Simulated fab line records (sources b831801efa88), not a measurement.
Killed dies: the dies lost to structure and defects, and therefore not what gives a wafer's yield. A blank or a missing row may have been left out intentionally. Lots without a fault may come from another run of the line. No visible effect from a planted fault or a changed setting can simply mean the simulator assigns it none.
Matching of chambers    flow sky130    SKY_FIELD_ISO_CMP_27 on cmp-01: 4 sister chambers
The step polishes, stops on Si3N4, t overpolish 16 s, target thk 457.8 nm. 14 wafers are shown with their chamber, then 7 later ones without.

WAFERS WITH THEIR CHAMBER
wafer   chamber  motor_current_A (A)  time_to_endpoint_s (s)  overpolish_run_s (s)
L078.3  2        10.8                 116                     16.013
L078.5  1        11.6                 112                     16.000
L078.6  2        10.9                 113                     15.985
L080.3  1        12.3                 115                     16.006
L080.4  2        10.9                 113                     16.004
L080.6  0        11.8                 119                     15.991
L081.1  0        11.6                 116                     16.006
L081.4  1        12.0                 116                     16.006
L081.6  0        11.6                 111                     15.995
L084.1  3        11.2                 119                     15.993
L084.2  1        12.6                 111                     16.000
L084.3  0        11.3                 115                     15.994
L087.2  2        10.7                 115                     16.003
L087.5  1        11.7                 113                     15.993

SIGNATURES (means of the wafers above)
reading             chamber 0  chamber 1  chamber 2  chamber 3  scatter within a chamber
motor_current_A     11.575     12.040     10.825     11.200     0.291
time_to_endpoint_s  115.25     113.40     114.25     119.00     2.38
overpolish_run_s    15.99650   16.00100   16.00125   15.99300   0.00811
Rule: a wafer's distance from a chamber is the root of the sum, over the readings, of the square of ((its reading less the chamber's mean) divided by the reading's scatter). The wafer belongs to the nearest chamber; if the next one is less than 2 further off, it can't be placed. The scatter is the square root of a quotient: the sum, over the shown wafers, of each reading's squared deviation from its chamber's mean, divided by wafers minus chambers.

WAFERS MISSING THEIR CHAMBER
wafer   motor_current_A (A)  time_to_endpoint_s (s)  overpolish_run_s (s)
L087.6  11.4                 120                     15.992
L088.4  11.9                 117                     15.997
L088.5  12.1                 117                     15.992
L088.6  11.8                 114                     16.011
L094.2  11.7                 120                     15.993
L094.4  10.6                 120                     15.993
L094.5  10.7                 119                     16.003

THE CHAMBER EACH PASSED THROUGH
wafer   from the rows above           in truth
L087.6  can't be placed: 3 or 0       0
L088.4  can't be placed: 0 or 1 or 3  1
L088.5  can't be placed: 1 or 0 or 3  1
L088.6  can't be placed: 1 or 0       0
L094.2  can't be placed: 3 or 0 or 1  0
L094.4  can't be placed: 3 or 2 or 0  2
L094.5  can't be placed: 2 or 3 or 0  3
Correct placement for 0 of the 7. From these rows, 7 cannot be placed; in 7 the true chamber is one of the candidates. Placed wrongly: 0.
